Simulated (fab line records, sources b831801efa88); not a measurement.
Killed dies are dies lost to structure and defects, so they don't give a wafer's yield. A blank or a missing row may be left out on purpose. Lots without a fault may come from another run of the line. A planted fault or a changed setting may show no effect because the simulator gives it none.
A struck lot beside a sound one | flow sky130 | 44 steps out of a route of 708
Sound: wafers L113.1, L113.3, L113.6. Struck: wafers L119.1, L119.2, L119.5. The cause comes at the end.
At each step with rows: each side's tool, then ch and its chambers, then its first start. Under that, the readings that differ: sound wafers | struck wafers | difference of the means | sigmas: that difference in standard deviations of wafers without a fault.
alike: readings whose means differ by less than 2 such deviations, and words and numbers that are the same on both sides. not compared: withheld readings, readings that some wafer has no value for, bounds like >300 that may hide the same value, and numbers for which the record gives no deviation and whose values overlap.
The two part at a step that has a row with sigmas, a row that says differs or no value, or rows on one side only. Numbers that don't overlap but have no deviation are shown without sigmas and don't part them. A reading that every wafer of one side lacks parts them only if that side has two wafers or more.

first, 2 steps without rows for these wafers: SKY_DNWELL_DEVELOP_06 (develop time 60 s); SKY_DNWELL_IMPLANT_07.
SKY_DNWELL_STRIP_08: strips in O2/N2.
  sound on plasma_asher-01 ch 0,1, day 4 01:44; struck on plasma_asher-03 ch 0,1, day 4 22:05
  reading                      | sound             | struck            | difference | sigmas
  strip_time_to_endpoint_s (s) | 37.09 37.11 36.99 | 36.89 36.95 36.75 | -0.20      | -2
  alike: drypump_motor_current_A, o2_flow_sccm, oes_product_au
  not compared: rf_hours_counter_h
SKY_DNWELL_TW_MEAS_09:
  sound on film_metro-03, day 4 01:50; struck on film_metro-04, day 4 22:11
  alike: DNWELL_TW
then, 7 steps without rows for these wafers: SKY_PWDE_DEHYDRATE_00 (time 60 s); SKY_PWDE_HMDS_01 (prime time 60 s); SKY_PWDE_COAT_02 (resist thk 3000 nm); SKY_PWDE_SOFTBAKE_03; SKY_PWDE_EXPOSE_04 (exposes mask PWDEM, target cd 840 nm); SKY_PWDE_PEB_05; SKY_PWDE_DEVELOP_06 (develop time 60 s).
SKY_PWDE_OVL_MEAS_07:
  sound on overlay-01, day 4 18:35; struck on overlay-01, day 5 16:07
  alike: PWDE_OVL
SKY_PWDE_IMPLANT_08:
  sound on implanter-03 ch 0, day 4 18:37; struck on implanter-02 ch 0, day 5 16:09
  reading            | sound                         | struck                        | difference | sigmas
  dose_ions_cm2      | 3.604e+12 3.602e+12 3.602e+12 | 3.961e+12 3.967e+12 3.971e+12 | +3.637e+11 | +98
  faraday_current_uA | 20.7 20.2 20.6                | 22.0 23.0 22.0                | +1.8       | +5
SKY_PWDE_STRIP_09: strips in O2/N2.
  sound on plasma_asher-02 ch 1, day 4 18:46; struck on plasma_asher-04 ch 0,1, day 5 16:18
  reading                     | sound       | struck      | difference | sigmas
  drypump_motor_current_A (A) | 4.8 4.7 4.7 | 5.8 5.4 5.8 | +0.9       | +2
  alike: o2_flow_sccm, oes_product_au, strip_time_to_endpoint_s
  not compared: rf_hours_counter_h
SKY_PWDE_TW_MEAS_10:
  sound on film_metro-01, day 4 18:52; struck on film_metro-03, day 5 16:24
  reading | sound       | struck      | difference | sigmas
  PWDE_TW | 371 373 371 | 387 387 386 | +15        | +5
then, 7 steps without rows for these wafers: SKY_NWELL_DEHYDRATE_03 (time 60 s); SKY_NWELL_HMDS_04 (prime time 60 s); SKY_NWELL_COAT_05 (resist thk 3000 nm); SKY_NWELL_SOFTBAKE_06; SKY_NWELL_EXPOSE_07 (exposes mask NWM, target cd 840 nm); SKY_NWELL_PEB_08; SKY_NWELL_DEVELOP_09 (develop time 60 s).
SKY_NWELL_OVL_MEAS_10:
  sound on overlay-01, day 5 13:05; struck on overlay-02, day 6 10:04
  alike: NWELL_00_OVL
then, 3 steps without rows for these wafers: SKY_NWELL_IMPLANT_11; SKY_NWELL_IMPLANT_12; SKY_NWELL_IMPLANT_13.
SKY_NWELL_STRIP_14: strips in O2/N2.
  sound on plasma_asher-04 ch 0,1, day 5 13:34; struck on plasma_asher-03 ch 0,1, day 6 10:33
  alike: drypump_motor_current_A, o2_flow_sccm, oes_product_au, strip_time_to_endpoint_s
  not compared: rf_hours_counter_h
SKY_NWELL_TW_MEAS_15:
  sound on film_metro-01, day 5 13:40; struck on film_metro-04, day 6 10:39
  reading  | sound          | struck         | difference | sigmas
  NWELL_TW | 1796 1811 1788 | 1826 1834 1837 | +34        | +3
then, 7 steps without rows for these wafers: SKY_NWELL_DEHYDRATE_16 (time 60 s); SKY_NWELL_HMDS_17 (prime time 60 s); SKY_NWELL_COAT_18 (resist thk 3000 nm); SKY_NWELL_SOFTBAKE_19; SKY_NWELL_EXPOSE_20 (exposes mask NWM COMPLEMENT, target cd 840 nm); SKY_NWELL_PEB_21; SKY_NWELL_DEVELOP_22 (develop time 59.13 s).
SKY_NWELL_OVL_MEAS_23:
  sound on overlay-01, day 6 06:59; struck on overlay-01, day 7 04:56
  alike: NWELL_01_OVL
then, 1 step without rows for these wafers: SKY_NWELL_IMPLANT_24.
SKY_NWELL_STRIP_25: strips in O2/N2.
  sound on plasma_asher-01 ch 0,1, day 6 07:10; struck on plasma_asher-01 ch 0,1, day 7 05:07
  alike: drypump_motor_current_A, o2_flow_sccm, oes_product_au, strip_time_to_endpoint_s
  not compared: rf_hours_counter_h
SKY_NWELL_TW_MEAS_26:
  sound on film_metro-04, day 6 07:16; struck on film_metro-03, day 7 05:13
  alike: NWELL_2_TW
then, 1 step without rows for these wafers: SKY_NWELL_CLEAN_27 (cleans in SC1/SC2, time 150 s).
SKY_NWELL_RTA_28: time 30 s.
  sound on rtp_anneal-01 ch 0, day 6 07:22; struck on rtp_anneal-02 ch 0, day 7 05:20
  alike: anneal_temp_c_max, lamp_power_pct, ramp_down_c_per_s, wafer_temp_C_max
SKY_NWELL_RS_MEAS_29: measures by four-point-probe.
  sound on film_metro-04, day 6 07:28; struck on film_metro-03, day 7 05:27
  alike: NWELL_RS
SKY_NWELL_RS_MEAS_31: measures by four-point-probe.
  sound on film_metro-04, day 6 07:43; struck on film_metro-03, day 7 05:41
  reading          | sound          | struck         | difference | sigmas
  PWDE_RS (ohm/sq) | 5242 5238 5246 | 4886 4880 4902 | -353       | -22
-- the record jumps here: 41 days lie between the struck wafers' starts before and after (it left off in module NWELL and takes up again in module PAD_OPEN, whose first step shown is number 708 of the route) --
SKY_PAD_OPEN_PROBE_99:
  sound on prober-01, day 47 05:18; struck on prober-02, day 47 23:04
  reading                                   | sound                         | struck         | difference | sigmas
  model.etest.res_p_drift_20v.line_ohm_um   | 1.152e+04 1.142e+04 1.185e+04 | 9342 9572 9492 | -2128      |
  model.etest.res_p_drift_20v.rs_ohm_sq     | 9650 9420 9873                | 7909 7982 7993 | -1686      |
  model.etest.res_pwde_under_gate.rs_ohm_sq | 6200 6182 6196                | 5596 5647 5638 | -566       |
  alike: killed_at_M0_to_M3, killed_at_M4_up, killed_at_contacts, killed_at_front_end, killed_at_other, killed_dies, killed_open, killed_short

WHERE THEY PART
First at SKY_DNWELL_STRIP_08; last, within this record, at SKY_NWELL_RS_MEAS_31. Later steps at which nothing parts them and some readings are alike: SKY_PAD_OPEN_PROBE_99.

WHY: what the simulator had put in
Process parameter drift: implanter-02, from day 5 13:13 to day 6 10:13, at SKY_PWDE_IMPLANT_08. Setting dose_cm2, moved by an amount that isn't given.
